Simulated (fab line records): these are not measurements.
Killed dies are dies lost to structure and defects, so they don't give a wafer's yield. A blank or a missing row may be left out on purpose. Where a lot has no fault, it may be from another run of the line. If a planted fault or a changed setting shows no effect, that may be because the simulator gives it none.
fab line records + flow gf180mcu
record
- lots=14
- wafers=41
- lastDay=34
route steps=602 shown STI@3 MVSD@76 VT_IMPLANT@119
lots that met no fault: taken from a fault-free run of the same line
startH: start of the lot's first displayed wafer, in hours after the record's first day + waitH: time in hours since the lot's previous step + " the same as in the row above + L1.1+2: a row that stands for several wafers + - either no value or no given start + * or withheld: withheld + < > ~ a bound
route shown NAME@n: a module of which the file shows steps, and the number in the route of the first + usual: mean and standard deviation over wafers with no fault + same: alike in all rows + chamber/n: place in a boat + sites: the reading at each site + _std_site: their standard deviation + _edge_site: outer sites' mean less inner sites' + radiusMm: how far each site lies from the wafer's centre + mask NAME#n: copy n + behind: tool/chamber where the wafer was last shaped + hold: the reason the lot was held/the length of the hold in hours/how it ended + device: the transistor (n, p or np) that didn't switch + end of line: the same wafers' tests at the end of the route + a step with no rows: only its recipe + killed: dies lost to structure and defects at the first sort, not the wafer's yield + map: a wafer's dies, marking killed ones x, the rest . and places with no die _
set.NAME: setting as actually run; set.NAME@STEP: the setting as run at that earlier step + model.NAME: the simulator's own value behind a step, which no gauge read
one table for each step of the route and one row for each wafer, over a sample of lots
services: a tool's chamber out of use, with start hour (startH, from the record's first day; less than 0 if before it), hours out, and reason
## steps
# step GF_STI_THK_MEAS_02
# recipe
- reads=SiO2_of_STI_OXIDATION_01
# usual
- STI_OXIDATION_THK=9.90/0.29
| lot.wafer | tool         | chamber | startH | waitH | STI_OXIDATION_THK[nm] |
|-----------|--------------|---------|--------|-------|-----------------------|
| L475.4    | filmMetro-01 | -       | 11.54  | 0.0   | 10.07                 |
| L475.5    | "            | -       | "      | "     | 9.88                  |
| L475.6    | "            | -       | "      | "     | 9.98                  |
| L476.2    | filmMetro-02 | -       | 16.52  | 0.0   | 10.11                 |
| L476.3    | "            | -       | "      | "     | 10.05                 |
| L476.6    | "            | -       | "      | "     | 10.10                 |
| L478.1    | filmMetro-01 | -       | 27.85  | 0.0   | 9.96                  |
| L478.5    | "            | -       | "      | "     | 10.03                 |
| L478.6    | "            | -       | "      | "     | 9.93                  |
| L479.1    | filmMetro-02 | -       | 31.51  | 0.0   | 9.86                  |
| L479.2    | "            | -       | "      | "     | 9.90                  |
| L479.5    | "            | -       | "      | "     | 9.91                  |
| L480.1    | filmMetro-01 | -       | 36.51  | 0.0   | 10.31                 |
| L480.2    | "            | -       | "      | "     | 10.36                 |
| L480.6    | "            | -       | "      | "     | 10.53                 |
| L481.1    | filmMetro-04 | -       | 41.52  | 0.0   | 9.46                  |
| L481.5    | "            | -       | "      | "     | 9.62                  |
| L481.6    | "            | -       | "      | "     | 9.52                  |
| L482.1    | filmMetro-01 | -       | 46.51  | 0.0   | 9.81                  |
| L482.4    | "            | -       | "      | "     | 9.78                  |
| L482.5    | "            | -       | "      | "     | 9.77                  |
| L483.1    | filmMetro-04 | -       | 51.51  | 0.0   | 10.14                 |
| L483.2    | "            | -       | "      | "     | 9.89                  |
| L483.3    | "            | -       | "      | "     | 10.11                 |
| L484.1    | filmMetro-04 | -       | 56.51  | 0.0   | 9.63                  |
| L484.3    | "            | -       | "      | "     | 9.93                  |
| L484.4    | "            | -       | "      | "     | 9.85                  |
| L485.2    | filmMetro-04 | -       | 61.52  | 0.0   | 9.86                  |
| L485.4    | "            | -       | "      | "     | 9.85                  |
| L485.6    | "            | -       | "      | "     | 9.84                  |
| L486.4    | filmMetro-02 | -       | 66.54  | 0.0   | 10.44                 |
| L486.5    | "            | -       | "      | "     | 10.42                 |
| L486.6    | "            | -       | "      | "     | 10.15                 |
| L489.1    | filmMetro-04 | -       | 81.51  | 0.0   | 10.10                 |
| L489.4    | "            | -       | "      | "     | 9.94                  |
| L496.3    | filmMetro-02 | -       | 117.64 | 0.0   | 10.26                 |
| L496.4    | "            | -       | "      | "     | 10.24                 |
| L496.5    | "            | -       | "      | "     | 10.25                 |
| L497.1    | filmMetro-01 | -       | 121.51 | 0.0   | 9.52                  |
| L497.4    | "            | -       | "      | "     | 9.43                  |
| L497.5    | "            | -       | "      | "     | 9.54                  |
# step GF_STI_ETCH_13
# recipe
- chemistry=CHF3/O2
- stopOn=Si
- overEtchFrac=0.3
- targetDepthA=2823.1
- sourceW=600
- biasW=200
- pressureMtorr=40
- chf3FlowSccm=50
- O2_flow_sccm=5
- timeS=112.9
# usual
- drypumpMotorCurrentA=5.6/0.37
- oesProductAu=0.832/0.0067
- runLengthS=141.5/0.44
- throttleValvePct=8.809/0.0092
| lot.wafer | tool       | chamber | startH | waitH | drypumpMotorCurrentA | oesProductAu | rfHoursCounterH | runLengthS | throttleValvePct |
|-----------|------------|---------|--------|-------|----------------------|--------------|-----------------|------------|------------------|
| L475.4    | rieDiel-01 | 1       | 24.96  | 0.0   | 5.5                  | 0.823        | 168             | 141.0      | 8.811            |
| L475.5    | "          | 0       | "      | "     | 5.8                  | 0.824        | -               | 140.8      | 8.805            |
| L475.6    | "          | 3       | "      | "     | 5.5                  | 0.826        | -               | 141.8      | 8.796            |
| L476.2    | rieDiel-02 | 2       | 30.11  | 0.1   | 4.9                  | 0.827        | 106             | 141.5      | 8.809            |
| L476.3    | "          | 0       | "      | "     | 6.3                  | 0.836        | 50              | 141.7      | 8.821            |
| L476.6    | "          | 0       | "      | "     | 6.3                  | 0.836        | -               | 141.7      | 8.813            |
| L478.1    | rieDiel-04 | 3       | 42.45  | 0.1   | 5.7                  | 0.843        | 14              | 141.8      | 8.800            |
| L478.5    | "          | 1       | "      | "     | 5.4                  | 0.838        | -               | 141.0      | 8.800            |
| L478.6    | "          | 0       | "      | "     | 5.4                  | 0.841        | -               | 141.7      | 8.810            |
| L479.1    | rieDiel-01 | 1       | 45.61  | 0.1   | 5.5                  | 0.820        | 168             | 141.6      | 8.819            |
| L479.2    | "          | 0       | "      | "     | 5.8                  | 0.830        | 2               | 140.8      | 8.816            |
| L479.5    | "          | 0       | "      | "     | 5.8                  | 0.823        | -               | 140.6      | 8.813            |
| L480.1    | rieDiel-02 | 2       | 50.75  | 0.1   | 4.9                  | 0.835        | 107             | 141.5      | 8.801            |
| L480.2    | "          | 3       | "      | "     | 6.5                  | 0.829        | 87              | 142.0      | 8.808            |
| L480.6    | "          | 1       | "      | "     | 5.2                  | 0.838        | -               | 141.3      | 8.820            |
| L481.1    | rieDiel-02 | 0       | 56.80  | 0.1   | 6.3                  | 0.839        | 51              | 141.9      | 8.818            |
| L481.5    | "          | 1       | "      | "     | 5.2                  | 0.845        | -               | 141.3      | 8.808            |
| L481.6    | "          | 2       | "      | "     | 4.9                  | 0.826        | -               | 141.7      | 8.804            |
| L482.1    | rieDiel-04 | 1       | 61.71  | 0.1   | 5.4                  | 0.828        | 100             | 141.0      | 8.828            |
| L482.4    | "          | 3       | "      | "     | 5.7                  | 0.830        | 15              | 142.0      | 8.820            |
| L482.5    | "          | 3       | "      | "     | 5.7                  | 0.837        | -               | 142.2      | 8.800            |
| L483.1    | rieDiel-01 | 1       | 66.51  | 0.1   | 5.5                  | 0.840        | 169             | 141.1      | 8.812            |
| L483.2    | "          | 2       | "      | "     | 5.8                  | 0.828        | 10              | 141.6      | 8.800            |
| L483.3    | "          | 0       | "      | "     | 5.8                  | 0.827        | 3               | 140.9      | 8.802            |
| L484.1    | rieDiel-01 | 2       | 71.02  | 0.1   | 5.8                  | 0.825        | 10              | 141.7      | 8.791            |
| L484.3    | "          | 3       | "      | "     | 5.5                  | 0.836        | 146             | 141.7      | 8.809            |
| L484.4    | "          | 0       | "      | "     | 5.8                  | 0.831        | 3               | 140.6      | 8.820            |
| L485.2    | rieDiel-04 | 2       | 76.22  | 0.1   | 5.5                  | 0.836        | 69              | 141.4      | 8.808            |
| L485.4    | "          | 1       | "      | "     | 5.4                  | 0.837        | 101             | 141.1      | 8.803            |
| L485.6    | "          | 2       | "      | "     | 5.5                  | 0.839        | -               | 140.7      | 8.807            |
| L486.4    | rieDiel-01 | 1       | 81.42  | 0.0   | 5.5                  | 0.795        | 169             | 153.0      | 8.786            |
| L486.5    | "          | 3       | "      | "     | 5.4                  | 0.831        | -               | 141.8      | 8.803            |
| L486.6    | "          | 0       | "      | "     | 5.8                  | 0.834        | -               | 140.9      | 8.811            |
| L489.1    | rieDiel-01 | 2       | 97.50  | 0.1   | 5.7                  | 0.791        | 11              | 153.5      | 8.804            |
| L489.4    | "          | 0       | "      | "     | 5.8                  | 0.796        | -               | 152.7      | 8.796            |
| L496.3    | rieDiel-02 | 3       | 134.21 | 0.1   | 6.5                  | 0.841        | 89              | 141.6      | 8.805            |
| L496.4    | "          | 2       | "      | "     | 4.9                  | 0.838        | 109             | 141.4      | 8.814            |
| L496.5    | "          | 1       | "      | "     | 5.2                  | 0.843        | -               | 141.2      | 8.804            |
| L497.1    | rieDiel-02 | 1       | 137.85 | 0.1   | 5.3                  | 0.832        | 139             | 141.6      | 8.813            |
| L497.4    | "          | 2       | "      | "     | 4.9                  | 0.828        | 109             | 141.8      | 8.792            |
| L497.5    | "          | 3       | "      | "     | 6.5                  | 0.817        | -               | 142.1      | 8.799            |
# step GF_STI_STRIP_15
# recipe
- chemistry=O2/N2
- powerW=1400
- pressureMtorr=1500
- platenTempC=250
- o2FlowSccm=3000
- n2FlowSccm=300
- overashFraction=0.5
# usual
- drypumpMotorCurrentA=5.7/0.63
- heaterPowerW=324/21
- oesProductAu=0.384/0.0048
- stripTimeToEndpointS=3.73/0.04
| lot.wafer | tool           | chamber | startH | waitH | drypumpMotorCurrentA | heaterPowerW | oesProductAu | rfHoursCounterH | stripTimeToEndpointS |
|-----------|----------------|---------|--------|-------|----------------------|--------------|--------------|-----------------|----------------------|
| L475.4    | plasmaAsher-03 | 1       | 25.15  | 0.1   | 6.7                  | 330          | 0.379        | -               | 3.68                 |
| L475.5    | "              | 0       | "      | "     | 6.1                  | 327          | 0.384        | -               | 3.71                 |
| L475.6    | "              | 1       | "      | "     | 6.7                  | 327          | 0.380        | -               | 3.75                 |
| L476.2    | plasmaAsher-02 | 1       | 30.27  | 0.0   | 4.9                  | 347          | 0.384        | 40              | 3.77                 |
| L476.3    | "              | 0       | "      | "     | 5.3                  | 322          | 0.384        | -               | 3.71                 |
| L476.6    | "              | 1       | "      | "     | 5.0                  | 352          | 0.386        | -               | 3.71                 |
| L478.1    | plasmaAsher-02 | 0       | 42.60  | 0.0   | 5.3                  | 332          | 0.384        | 41              | 3.75                 |
| L478.5    | "              | 0       | "      | "     | 5.3                  | 332          | 0.380        | -               | 3.64                 |
| L478.6    | "              | 1       | "      | "     | 5.0                  | 347          | 0.381        | -               | 3.69                 |
| L479.1    | plasmaAsher-02 | 1       | 45.77  | 0.0   | 5.0                  | 343          | 0.383        | 41              | 3.69                 |
| L479.2    | "              | 0       | "      | "     | 5.3                  | 329          | 0.383        | 41              | 3.69                 |
| L479.5    | "              | 0       | "      | "     | 5.3                  | 330          | 0.382        | -               | 3.69                 |
| L480.1    | plasmaAsher-04 | 1       | 50.90  | 0.0   | 5.1                  | 327          | 0.382        | 25              | 3.76                 |
| L480.2    | "              | 0       | "      | "     | 5.9                  | 274          | 0.383        | 25              | 3.68                 |
| L480.6    | "              | 0       | "      | "     | 5.9                  | 272          | 0.384        | -               | 3.71                 |
| L481.1    | plasmaAsher-02 | 1       | 56.95  | 0.0   | 5.0                  | 333          | 0.385        | 43              | 3.70                 |
| L481.5    | "              | 1       | "      | "     | 5.0                  | 337          | 0.381        | -               | 3.73                 |
| L481.6    | "              | 0       | "      | "     | 5.4                  | 321          | 0.382        | -               | 3.73                 |
| L482.1    | plasmaAsher-02 | 0       | 61.87  | 0.0   | 5.3                  | 332          | 0.377        | 43              | 3.64                 |
| L482.4    | "              | 0       | "      | "     | 5.3                  | 322          | 0.388        | -               | 3.69                 |
| L482.5    | "              | 1       | "      | "     | 5.0                  | 345          | 0.383        | -               | 3.70                 |
| L483.1    | plasmaAsher-02 | 0       | 66.67  | 0.0   | 5.3                  | 323          | 0.386        | 44              | 3.74                 |
| L483.2    | "              | 1       | "      | "     | 5.0                  | 342          | 0.387        | 44              | 3.80                 |
| L483.3    | "              | 0       | "      | "     | 5.3                  | 322          | 0.391        | -               | 3.78                 |
| L484.1    | plasmaAsher-04 | 1       | 71.17  | 0.0   | 5.1                  | 317          | 0.385        | 27              | 3.78                 |
| L484.3    | "              | 1       | "      | "     | 5.1                  | 329          | 0.380        | -               | 3.77                 |
| L484.4    | "              | 0       | "      | "     | 5.8                  | 276          | 0.376        | -               | 3.78                 |
| L485.2    | plasmaAsher-03 | 0       | 76.37  | 0.0   | 6.1                  | 325          | 0.378        | 38              | 3.74                 |
| L485.4    | "              | 1       | "      | "     | 6.7                  | 332          | 0.379        | -               | 3.69                 |
| L485.6    | "              | 1       | "      | "     | 6.7                  | 339          | 0.390        | -               | 3.74                 |
| L486.4    | plasmaAsher-03 | 0       | 81.61  | 0.1   | 6.1                  | 333          | 0.367        | -               | 3.37                 |
| L486.5    | "              | 0       | "      | "     | 6.1                  | 332          | 0.385        | -               | 3.71                 |
| L486.6    | "              | 1       | "      | "     | 6.7                  | 330          | 0.391        | -               | 3.66                 |
| L489.1    | plasmaAsher-04 | 1       | 97.65  | 0.0   | 5.1                  | 314          | 0.387        | 30              | 3.52                 |
| L489.4    | "              | 1       | "      | "     | 5.1                  | 317          | 0.368        | -               | 3.49                 |
| L496.3    | plasmaAsher-03 | 1       | 134.40 | 0.1   | 6.6                  | 342          | 0.383        | -               | 3.75                 |
| L496.4    | "              | 0       | "      | "     | 6.1                  | 326          | 0.386        | -               | 3.74                 |
| L496.5    | "              | 1       | "      | "     | 6.7                  | 332          | 0.386        | -               | 3.71                 |
| L497.1    | plasmaAsher-03 | 0       | 138.00 | 0.0   | 6.1                  | 330          | 0.382        | 46              | 3.73                 |
| L497.4    | "              | 1       | "      | "     | 6.6                  | 333          | 0.382        | -               | 3.74                 |
| L497.5    | "              | 1       | "      | "     | 6.6                  | 328          | 0.391        | -               | 3.72                 |
# step GF_MVSD_STRIP_10
# recipe
- chemistry=O2/N2
- powerW=1400
- pressureMtorr=1500
- platenTempC=250
- o2FlowSccm=3000
- n2FlowSccm=300
- overashFraction=0.5
# usual
- drypumpMotorCurrentA=5.7/0.57
- heaterPowerW=310/24
- oesProductAu=0.723/0.0043
- stripTimeToEndpointS=36.93/0.094
| lot.wafer | tool           | chamber | startH | waitH | drypumpMotorCurrentA | heaterPowerW | oesProductAu | rfHoursCounterH | stripTimeToEndpointS |
|-----------|----------------|---------|--------|-------|----------------------|--------------|--------------|-----------------|----------------------|
| L475.4    | plasmaAsher-04 | 0       | 82.77  | 0.1   | 5.9                  | 277          | 0.723        | -               | 36.76                |
| L475.5    | "              | 0       | "      | "     | 5.9                  | 279          | 0.721        | -               | 36.87                |
| L475.6    | "              | 1       | "      | "     | 5.1                  | 317          | 0.720        | -               | 36.86                |
| L476.2    | plasmaAsher-04 | 1       | 87.09  | 0.1   | 5.1                  | 322          | 0.719        | 28              | 36.89                |
| L476.3    | "              | 1       | "      | "     | 5.1                  | 319          | 0.724        | -               | 36.92                |
| L476.6    | "              | 0       | "      | "     | 5.9                  | 274          | 0.722        | -               | 36.83                |
| L478.1    | plasmaAsher-04 | 1       | 102.03 | 0.1   | 5.1                  | 320          | 0.718        | 30              | 36.87                |
| L478.5    | "              | 0       | "      | "     | 5.9                  | 278          | 0.723        | -               | 36.88                |
| L478.6    | "              | 1       | "      | "     | 5.1                  | 322          | 0.724        | -               | 36.89                |
| L479.1    | plasmaAsher-03 | 1       | 104.39 | 0.1   | 6.7                  | 332          | 0.722        | 41              | 37.06                |
| L479.2    | "              | 0       | "      | "     | 6.1                  | 331          | 0.728        | 41              | 36.91                |
| L479.5    | "              | 1       | "      | "     | 6.7                  | 334          | 0.724        | -               | 37.02                |
| L480.1    | plasmaAsher-04 | 1       | 109.89 | 0.1   | 5.1                  | 309          | 0.723        | 31              | 37.06                |
| L480.2    | "              | 0       | "      | "     | 5.9                  | 275          | 0.721        | 31              | 37.01                |
| L480.6    | "              | 0       | "      | "     | 5.9                  | 281          | 0.716        | -               | 36.98                |
| L481.1    | plasmaAsher-04 | 1       | 116.71 | 0.1   | 5.1                  | 319          | 0.724        | 32              | 36.92                |
| L481.5    | "              | 0       | "      | "     | 5.9                  | 273          | 0.722        | -               | 36.95                |
| L481.6    | "              | 1       | "      | "     | 5.1                  | 316          | 0.727        | -               | 36.88                |
| L482.1    | plasmaAsher-04 | 0       | 120.76 | 0.1   | 5.9                  | 280          | 0.724        | 32              | 36.93                |
| L482.4    | "              | 0       | "      | "     | 5.9                  | 275          | 0.725        | -               | 37.01                |
| L482.5    | "              | 1       | "      | "     | 5.1                  | 318          | 0.722        | -               | 36.93                |
| L483.1    | plasmaAsher-04 | 0       | 127.53 | 0.1   | 5.9                  | 276          | 0.718        | 33              | 36.84                |
| L483.2    | "              | 1       | "      | "     | 5.1                  | 322          | 0.719        | 33              | 36.92                |
| L483.3    | "              | 0       | "      | "     | 5.9                  | 279          | 0.714        | -               | 36.87                |
| L484.1    | plasmaAsher-04 | 1       | 133.41 | 0.1   | 5.1                  | 320          | 0.726        | 34              | 36.88                |
| L484.3    | "              | 1       | "      | "     | 5.1                  | 323          | 0.726        | -               | 36.97                |
| L484.4    | "              | 0       | "      | "     | 5.9                  | 277          | 0.719        | -               | 36.86                |
| L485.2    | plasmaAsher-03 | 1       | 137.65 | 0.1   | 6.7                  | 337          | 0.730        | 46              | 36.95                |
| L485.4    | "              | 0       | "      | "     | 6.1                  | 331          | 0.722        | -               | 36.95                |
| L485.6    | "              | 0       | "      | "     | 6.1                  | 328          | 0.728        | -               | 37.03                |
| L486.4    | plasmaAsher-04 | 1       | 141.80 | 0.1   | 5.1                  | 322          | 0.719        | -               | 36.75                |
| L486.5    | "              | 0       | "      | "     | 5.9                  | 273          | 0.723        | -               | 36.71                |
| L486.6    | "              | 1       | "      | "     | 5.1                  | 326          | 0.724        | -               | 36.84                |
| L489.1    | plasmaAsher-03 | 1       | 161.38 | 0.1   | 6.7                  | 324          | 0.711        | 48              | 36.88                |
| L489.4    | "              | 1       | "      | "     | 6.7                  | 343          | 0.720        | -               | 36.94                |
| L496.3    | plasmaAsher-03 | 1       | 205.80 | 0.1   | 6.7                  | 327          | 0.725        | -               | 37.10                |
| L496.4    | "              | 0       | "      | "     | 6.1                  | 326          | 0.715        | -               | 36.86                |
| L496.5    | "              | 1       | "      | "     | 6.7                  | 331          | 0.724        | -               | 36.93                |
| L497.1    | plasmaAsher-04 | 0       | 210.51 | 0.1   | 5.9                  | 273          | 0.717        | 42              | 36.88                |
| L497.4    | "              | 0       | "      | "     | 5.8                  | 276          | 0.725        | -               | 36.93                |
| L497.5    | "              | 0       | "      | "     | 5.9                  | 269          | 0.715        | -               | 36.77                |
# step GF_VT_IMPLANT_OVL_MEAS_29
# usual
- VT_IMPLANT_02_OVL=-0.1/1.4
| lot.wafer | tool       | chamber | startH | waitH | VT_IMPLANT_02_OVL[nm] |
|-----------|------------|---------|--------|-------|-----------------------|
| L475.4    | overlay-01 | -       | 140.16 | 0.1   | -2.1                  |
| L475.5    | "          | -       | "      | "     | -0.6                  |
| L475.6    | "          | -       | "      | "     | -1.2                  |
| L476.2    | overlay-02 | -       | 143.00 | 0.1   | -1.0                  |
| L476.3    | "          | -       | "      | "     | 0.5                   |
| L476.6    | "          | -       | "      | "     | -0.2                  |
| L478.1    | overlay-02 | -       | 161.18 | 0.1   | -0.6                  |
| L478.5    | "          | -       | "      | "     | 0.9                   |
| L478.6    | "          | -       | "      | "     | 0.7                   |
| L479.1    | overlay-02 | -       | 163.29 | 0.1   | -0.3                  |
| L479.2    | "          | -       | "      | "     | -0.2                  |
| L479.5    | "          | -       | "      | "     | 0.2                   |
| L480.1    | overlay-02 | -       | 170.04 | 0.1   | -4.0                  |
| L480.2    | "          | -       | "      | "     | -2.3                  |
| L480.6    | "          | -       | "      | "     | -0.7                  |
| L481.1    | overlay-02 | -       | 179.08 | 0.1   | -0.3                  |
| L481.5    | "          | -       | "      | "     | -0.9                  |
| L481.6    | "          | -       | "      | "     | 0.9                   |
| L482.1    | overlay-01 | -       | 183.48 | 0.1   | 0.8                   |
| L482.4    | "          | -       | "      | "     | -1.0                  |
| L482.5    | "          | -       | "      | "     | 2.0                   |
| L483.1    | overlay-02 | -       | 190.04 | 0.1   | -0.1                  |
| L483.2    | "          | -       | "      | "     | 2.1                   |
| L483.3    | "          | -       | "      | "     | 2.1                   |
| L484.1    | overlay-01 | -       | 196.88 | 0.1   | 1.3                   |
| L484.3    | "          | -       | "      | "     | 2.3                   |
| L484.4    | "          | -       | "      | "     | 1.3                   |
| L485.2    | overlay-02 | -       | 201.51 | 0.1   | 0.8                   |
| L485.4    | "          | -       | "      | "     | 2.4                   |
| L485.6    | "          | -       | "      | "     | 0.3                   |
| L486.4    | overlay-01 | -       | 206.16 | 0.1   | 0.0                   |
| L486.5    | "          | -       | "      | "     | 0.5                   |
| L486.6    | "          | -       | "      | "     | 0.3                   |
| L489.1    | overlay-01 | -       | 229.05 | 0.1   | -2.4                  |
| L489.4    | "          | -       | "      | "     | -1.4                  |
| L496.3    | overlay-01 | -       | 280.70 | 0.1   | 2.4                   |
| L496.4    | "          | -       | "      | "     | 4.0                   |
| L496.5    | "          | -       | "      | "     | 1.8                   |
| L497.1    | overlay-01 | -       | 286.60 | 0.1   | -0.4                  |
| L497.4    | "          | -       | "      | "     | -2.4                  |
| L497.5    | "          | -       | "      | "     | 1.0                   |
## services
| tool           | chamber | startH | hours | kind          |
|----------------|---------|--------|-------|---------------|
| rieDiel-04     | 3       | 3.55   | 8.2   | repair        |
| plasmaAsher-02 | -       | 20.13  | 0.6   | repair        |
| rieDiel-01     | 2       | 32.10  | 26.0  | repair        |
| plasmaAsher-03 | -       | 33.53  | 4.5   | repair        |
| plasmaAsher-03 | -       | 53.44  | 4.3   | pm            |
| plasmaAsher-02 | -       | 77.55  | 0.8   | repair        |
| rieDiel-01     | 1       | 88.50  | -     | clean         |
| rieDiel-01     | 1       | 88.50  | 14.6  | scheduledDown |
| plasmaAsher-02 | -       | 108.75 | 9.0   | pm            |
| plasmaAsher-02 | 0       | 108.75 | 9.0   | ventCycle     |
| plasmaAsher-02 | 1       | 108.75 | 9.0   | ventCycle     |
| plasmaAsher-02 | 0       | 117.75 | -     | clean         |
| plasmaAsher-02 | 1       | 117.75 | -     | clean         |
| plasmaAsher-02 | -       | 119.67 | 28.1  | pm            |
| rieDiel-04     | 2       | 143.67 | 1.3   | repair        |
| plasmaAsher-02 | -       | 149.17 | 2.2   | repair        |
| rieDiel-04     | 1       | 173.73 | 4.5   | repair        |
| plasmaAsher-03 | -       | 178.55 | 2.1   | repair        |
| rieDiel-02     | 3       | 180.27 | 3.9   | repair        |
| plasmaAsher-02 | -       | 183.16 | 8.9   | repair        |
| rieDiel-02     | 1       | 186.23 | 5.6   | repair        |
| rieDiel-01     | 1       | 188.25 | 5.6   | repair        |
| rieDiel-01     | 1       | 208.43 | 8.8   | repair        |
| rieDiel-01     | 0       | 210.42 | 1.4   | repair        |
## key
firstSign
- step=GF_STI_ETCH_13
- reading=runLengthS
- direction=up
- sigmas=26
- usual=*
- struck=*
effect
- step=GF_STI_ETCH_13
- reading=oesProductAu
- direction=down
- sigmas=5.7
- usual=0.832
- struck=0.794
effect
- step=GF_STI_STRIP_15
- reading=stripTimeToEndpointS
- direction=down
- sigmas=6.6
- usual=*
- struck=*
metAt GF_STI_ETCH_13
struckLots L486,L489
struckWafers L486.4,L489.1,L489.4
sortLeftOut L489.1,L489.4
testerLeftOut L486,L489
notActingAt GF_STI_THK_MEAS_02,GF_MVSD_STRIP_10,GF_VT_IMPLANT_OVL_MEAS_29
onsetBetween 71.02 81.42
fault
- kind=processParameterDrift
- tool=rieDiel-01
- chamber=-
- onsetH=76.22
- steps=GF_STI_ETCH_13
- channel=timeS
- offset=*
- shape=step
- endH=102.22
- scope=struckWafersOnly
- actsIn=*
- stated=*
# testerLeftOut: of these lots the tester's yield and bins aren't shown, on N5 and GAA mostly nor the transistor test; their killed dies are dies lost to structure and defects alone, not to doping, threshold or leakage, so they don't give the yield
# sortLeftOut: the simulated sort isn't trusted on such a fault, so these wafers' sort isn't shown, and their yield isn't known
